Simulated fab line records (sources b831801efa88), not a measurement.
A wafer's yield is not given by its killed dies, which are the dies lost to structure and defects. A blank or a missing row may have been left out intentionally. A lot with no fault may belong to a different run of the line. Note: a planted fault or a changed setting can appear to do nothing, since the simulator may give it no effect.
Problem report, 8D (eight disciplines) form, completed by code | flow sky130 | the parts of the form that need people (team, actions taken, sign-off) are left out

== 1. WHAT WENT WRONG ==
Wafers free of any fault read 1741 nm (standard deviation 20) for VIA4_HDPCVD_THK at SKY_VIA4_THK_MEAS_01, against a mean of 1950 nm on 2 wafers of 2 lots. That is +10 standard deviations from the usual mean.
First observed at day 45 21:29: wafer L543.6, on film_metro-02. The record has a number at this step for 33 wafers belonging to 11 lots. Rule for "out", or "out of limits": more than 4 standard deviations from the usual mean. Any other wafer with a number is counted as sound.

== 2. WHAT IT IS; WHAT IT IS NOT ==
question                    | is                | is not
which readings at this step | VIA4_HDPCVD_THK   | -
which lots                  | L543, L547        | L530, L532, L533, L538, L539, L541, L545, L549, L551
which wafers of those lots  | L543.6, L547.1    | L543.2, L543.5, L547.2, L547.6
read on which gauges        | film_metro-02     | film_metro-01, film_metro-04
when                        | from day 45 21:29 | up to then (20 sound wafers); but 11 sound wafers of L545, L547, L549, L551 came after

== 3. SUSPECTS, AND WHAT RULES EACH OUT ==
Counting: a tool at a process step up to the reading stays a suspect if it ran every lot that is out. Sound lots after the first of them don't rule it out here, since some wafers of a struck lot are sound.
- the gauge at SKY_VIA4_THK_MEAS_01 has been ruled out. All the wafers that are out were read on film_metro-02, but those of them that SKY_VIA4_HDPCVD_00 has rows for are out there too, on other tools.
- rie_diel-03 at SKY_VIA3_ETCH_15 (etches SiO2 in C4F8/O2/Ar, stops on TiN, target depth 507 nm, time 78 s): kept. It processed each lot that is out (first: L543, day 43 23:03); up to then, its last sound lot is L541 (day 43 12:43).
- hdpcvd-02 at SKY_VIA4_HDPCVD_00 (deposits SiO2, target thk 1750 nm, time 291.7 s): kept. It processed each lot that is out (first: L543, day 45 21:18); up to then, its last sound lot is L541 (day 45 13:02). Out on those wafers are its own readings of run_length_s.
- In hdpcvd-02 at SKY_VIA4_HDPCVD_00, the wafers that are out were processed in chamber 0 and their sound lot-mates in chambers 1, 2.
Remaining after the count are rie_diel-03 at SKY_VIA3_ETCH_15 and hdpcvd-02 at SKY_VIA4_HDPCVD_00.

== 4. THE CAUSE (what the simulator had put in) ==
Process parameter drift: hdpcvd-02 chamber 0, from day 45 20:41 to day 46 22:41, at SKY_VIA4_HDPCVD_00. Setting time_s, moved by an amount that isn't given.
After counting, 2 suspects remain, this tool included.

== 5. SEQUENCE OF EFFECTS, ordered by route ==
Each row: a reading where the mean over the struck wafers with a number is more than 3 standard deviations away from the usual. Readings are gone through only where the record gives a usual standard deviation; hours: the median, over the lots, of the time from a lot's start at the first step in this table giving one to that lot's start at this step; sigmas: the change measured in usual standard deviations.
hours | step                 | reading         | usual   | on struck wafers | change | sigmas
0     | SKY_VIA4_HDPCVD_00   | run_length_s    | 319.5 s | 349.3            | +29.8  | +58
0     | SKY_VIA4_THK_MEAS_01 | VIA4_HDPCVD_THK | 1741 nm | 1950             | +208   | +10
It contains these process steps:
- SKY_VIA4_HDPCVD_00: deposits SiO2, target thk 1750 nm, time 291.7 s.

== 6. WHAT WOULD HAVE CAUGHT IT SOONER ==
In this record the first reading out of limits at a measuring or inspecting step was taken at day 45 21:29, 1 hour after the fault began at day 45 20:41.
Tool's own readings at SKY_VIA4_HDPCVD_00, run_length_s: out on all struck wafers the step has rows for; an alarm limit on them would have tripped on the first.
L547, from the lots that are out (2), started SKY_VIA4_HDPCVD_00 on hdpcvd-02 later than day 45 21:29. A tool hold placed at that time would have kept it from harm.
